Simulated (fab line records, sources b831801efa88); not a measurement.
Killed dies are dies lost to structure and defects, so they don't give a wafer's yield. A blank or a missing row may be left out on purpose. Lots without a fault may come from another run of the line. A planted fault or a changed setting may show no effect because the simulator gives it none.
A struck lot beside a sound one | flow sky130 | 14 steps out of a route of 708
Sound: wafers L876.2, L876.3, L876.4. Struck: wafers L873.2, L873.5, L873.6. The cause comes at the end.
At each step with rows: each side's tool, then ch and its chambers, then its first start. Under that, the readings that differ: sound wafers | struck wafers | difference of the means | sigmas: that difference in standard deviations of wafers without a fault.
alike: readings whose means differ by less than 2 such deviations, and words and numbers that are the same on both sides. not compared: withheld readings, readings that some wafer has no value for, bounds like >300 that may hide the same value, and numbers for which the record gives no deviation and whose values overlap.
The two part at a step that has a row with sigmas, a row that says differs or no value, or rows on one side only. Numbers that don't overlap but have no deviation are shown without sigmas and don't part them. A reading that every wafer of one side lacks parts them only if that side has two wafers or more.

SKY_CAPM_OVL_MEAS_12:
  sound on overlay-02, day 40 19:17; struck on overlay-01, day 39 10:56
  alike: CAPM_OVL
SKY_CAPM_METAL_ETCH_13: etches TiN in Cl2/BCl3, stops on SiO2, target depth 220 nm, time 62.9 s.
  sound on rie_metal-03 ch 0,1, day 40 19:19; struck on rie_metal-03 ch 0,1, day 39 10:58
  alike: drypump_motor_current_A, he_backside_leak_sccm, oes_product_au, throttle_valve_pct
  not compared: rf_hours_counter_h
SKY_CAPM_STRIP_14: strips in O2/N2.
  sound on plasma_asher-03 ch 0,1, day 40 19:23; struck on plasma_asher-02 ch 0,1, day 39 11:02
  alike: drypump_motor_current_A, oes_product_au, strip_time_to_endpoint_s
  not compared: rf_hours_counter_h
then, 9 steps without rows for these wafers: SKY_CAPM_STRIP_15 (strips in post etch residue remover, time 1200 s); SKY_CAPM_CLEAN_16 (cleans in IPA, time 180 s); SKY_CAPM_CLEAN_17 (cleans in O3/DIW); SKY_METAL3_DEHYDRATE_05 (time 60 s); SKY_METAL3_HMDS_06 (prime time 60 s); SKY_METAL3_COAT_07 (resist thk 60 nm); SKY_METAL3_COAT_08 (resist thk 1140 nm); SKY_METAL3_SOFTBAKE_09 (time 90 s); SKY_METAL3_EXPOSE_10 (exposes mask MM3, target cd 300 nm).
SKY_METAL3_PEB_11:
  sound on litho_track-04 ch 0, day 41 20:00; struck on litho_track-02, day 40 12:00
  reading         | sound          | struck | difference                    | sigmas
  exhaust_pa (Pa) | 44.7 43.5 42.9 | - - -  | no value on the struck wafers |
  not compared: chill_plate_temp_C
then, 1 step without rows for these wafers: SKY_METAL3_DEVELOP_12 (develop time 60 s).

WHERE THEY PART
Only at SKY_METAL3_PEB_11, within this record.

WHY: what the simulator had put in
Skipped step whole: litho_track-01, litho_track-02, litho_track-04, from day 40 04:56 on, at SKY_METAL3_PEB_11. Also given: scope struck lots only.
